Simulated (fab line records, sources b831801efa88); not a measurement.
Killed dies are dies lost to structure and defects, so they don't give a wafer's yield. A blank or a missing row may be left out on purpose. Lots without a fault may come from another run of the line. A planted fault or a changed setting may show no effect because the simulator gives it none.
A struck lot beside a sound one | flow sky130 | 36 steps out of a route of 708
Sound: wafers L634.2, L634.4, L634.6. Struck: wafers L632.1, L632.5, L632.6. The cause comes at the end.
At each step with rows: each side's tool, then ch and its chambers, then its first start. Under that, the readings that differ: sound wafers | struck wafers | difference of the means | sigmas: that difference in standard deviations of wafers without a fault.
alike: readings whose means differ by less than 2 such deviations, and words and numbers that are the same on both sides. not compared: withheld readings, readings that some wafer has no value for, bounds like >300 that may hide the same value, and numbers for which the record gives no deviation and whose values overlap.
The two part at a step that has a row with sigmas, a row that says differs or no value, or rows on one side only. Numbers that don't overlap but have no deviation are shown without sigmas and don't part them. A reading that every wafer of one side lacks parts them only if that side has two wafers or more.

first, 9 steps without rows for these wafers: SKY_CAPM_SPUTTER_02 (material TiN, target thk 200 nm, time 166.7 s); SKY_CAPM_DEHYDRATE_05 (time 60 s); SKY_CAPM_HMDS_06 (prime time 60 s); SKY_CAPM_COAT_07 (resist thk 1140 nm); SKY_CAPM_SOFTBAKE_08 (time 60 s); SKY_CAPM_EXPOSE_09 (exposes mask CAPM, target cd 1000 nm); SKY_CAPM_PEB_10; SKY_CAPM_DEVELOP_11 (develop time 60 s); SKY_CAPM_METAL_ETCH_13 (etches TiN in Cl2/BCl3, stops on SiO2, target depth 220 nm, time 62.9 s).
SKY_CAPM_STRIP_14: strips in O2/N2.
  sound on plasma_asher-03 ch 0, day 43 11:04; struck on plasma_asher-01 ch 0,1, day 43 05:19
  alike: drypump_motor_current_A, oes_product_au, strip_time_to_endpoint_s
  not compared: rf_hours_counter_h
then, 25 steps without rows for these wafers: SKY_CAPM_STRIP_15 (strips in post etch residue remover, time 1200 s); SKY_CAPM_CLEAN_16 (cleans in IPA, time 180 s); SKY_CAPM_CLEAN_17 (cleans in O3/DIW); SKY_METAL3_DEHYDRATE_05 (time 60 s); SKY_METAL3_HMDS_06 (prime time 60 s); SKY_METAL3_COAT_07 (resist thk 60 nm); SKY_METAL3_COAT_08 (resist thk 1140 nm); SKY_METAL3_SOFTBAKE_09 (time 90 s); SKY_METAL3_EXPOSE_10 (exposes mask MM3, target cd 300 nm); SKY_METAL3_PEB_11; SKY_METAL3_DEVELOP_12 (develop time 60 s); SKY_METAL3_DESCUM_15 (chemistry O2, time 8 s); SKY_METAL3_ETCH_16 (etches BARC in N2/H2, stops on SiO2, time 88.2 s, target depth 60 nm); SKY_METAL3_ETCH_17 (etches SiO2 in C4F8/O2/Ar, stops on TiN, time 3.9 s, target depth 15 nm); SKY_METAL3_METAL_ETCH_18 (etches the open film in Cl2/BCl3, stops on SiO2, target depth 845 nm, time 183.1 s); SKY_METAL3_STRIP_19 (strips in O2/N2); SKY_METAL3_STRIP_20 (strips in post etch residue remover, time 1200 s); SKY_METAL3_CLEAN_21 (cleans in IPA, time 180 s); SKY_METAL3_CLEAN_22 (cleans in O3/DIW); SKY_VIA3_HDPCVD_00 (deposits SiO2, target thk 1635 nm, time 272.5 s); SKY_VIA3_CMP_02 (polishes SiO2); SKY_VIA3_DEHYDRATE_04 (time 60 s); SKY_VIA3_HMDS_05 (prime time 60 s); SKY_VIA3_COAT_06 (resist thk 60 nm); SKY_VIA3_COAT_07 (resist thk 450 nm).
-- the record jumps here: 7 days lie between the struck wafers' starts before and after (it left off in module VIA3 and takes up again in module PAD_OPEN, whose first step shown is number 708 of the route) --
SKY_PAD_OPEN_PROBE_99:
  sound on prober-02, day 50 12:19; struck on prober-01, day 50 07:10
  reading                               | sound            | struck            | difference | sigmas
  defect_limited_yield (%)              | 82.1 80.9 81.5   | 77.8 78.5 71.3    | -5.6       | -3
  killed_at_contacts                    | 28 30 25         | 20 13 12          | -13        | -2
  killed_at_other                       | 0 0 0            | 45 45 67          | +52        | +81
  killed_dies                           | 88 94 91         | 109 106 141       | +28        | +3
  killed_short                          | 43 43 40         | 30 21 40          | -12        | -2
  sort_bin_3_pad_short (%)              | 1.6 1.2 0.8      | 4.3 2.4 5.7       | +2.9       | +7
  sort_n_pass                           | 404 398 401      | 383 386 351       | -28        | -3
  sort_yield_pct (%)                    | 82.1 80.9 81.5   | 77.8 78.5 71.3    | -5.6       | -3
  model.etest.tester.sort_n_pass        | 404 398 401      | 383 386 351       | -28        |
  model.etest.tester.sort_yield_pct (%) | 82.11 80.89 81.5 | 77.85 78.46 71.34 | -5.62      |
  model.etest.tester.sort_bin_3_pct (%) | 1.626 1.22 0.813 | 4.268 2.439 5.691 | +2.913     |
  alike: killed_at_M0_to_M3, killed_at_M4_up, killed_at_front_end, killed_open, sort_bin_5_function, sort_bin_6_memory
  not compared: model.etest.tester.sort_bin_5_pct

WHERE THEY PART
Only at SKY_PAD_OPEN_PROBE_99, within this record.

WHY: what the simulator had put in
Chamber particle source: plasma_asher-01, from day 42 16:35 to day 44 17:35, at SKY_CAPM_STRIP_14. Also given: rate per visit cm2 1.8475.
